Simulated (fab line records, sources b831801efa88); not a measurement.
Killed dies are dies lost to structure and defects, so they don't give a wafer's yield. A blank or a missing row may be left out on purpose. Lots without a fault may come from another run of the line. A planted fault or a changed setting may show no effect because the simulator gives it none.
Chamber matching | flow gf180mcu | GF_POLY_GATE_ETCH_12 on rie_diel-04: 4 sister chambers
The step etches BARC in N2/H2. 4 wafers are shown with their chamber, then 7 later ones without.

WAFERS WITH THEIR CHAMBER
wafer  | chamber | rf_fwd_power_W (W)
L159.1 | 1       | 497.4
L159.3 | 3       | 498.9
L164.1 | 2       | 499.6
L164.4 | 0       | 494.1

WAFERS WITHOUT THEIR CHAMBER
wafer  | rf_fwd_power_W (W)
L164.6 | 492.9
L168.2 | 492.6
L168.4 | 493.0
L168.6 | 492.6
L170.4 | 496.1
L170.5 | 498.0
L170.6 | 494.6

WHICH CHAMBER EACH WENT THROUGH
wafer  | from the rows above               | in truth
L164.6 | 0                                 | 0
L168.2 | 0                                 | 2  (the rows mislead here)
L168.4 | 0                                 | 0
L168.6 | 0                                 | 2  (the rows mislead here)
L170.4 | can't be placed: 1 or 0 or 3 or 2 | 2
L170.5 | can't be placed: 1 or 3 or 2      | 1
L170.6 | can't be placed: 0 or 1           | 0
Placed correctly: 2 of 7. Can't be placed from these rows: 3 (the true chamber is among the candidates in 3). Placed wrongly: 2.
How it was worked out, from the rows above alone: a wafer's distance from a chamber is the root of the sum, over the readings, of the square of ((its reading less the chamber's mean) divided by the reading's scatter). The wafer belongs to the nearest chamber; if the next one is less than 2 further off, it can't be placed. A chamber's mean is the mean of its shown wafers. The scatter: with one shown wafer a chamber, the root of the mean of the squares of how far each hidden wafer lies from its nearest shown one.
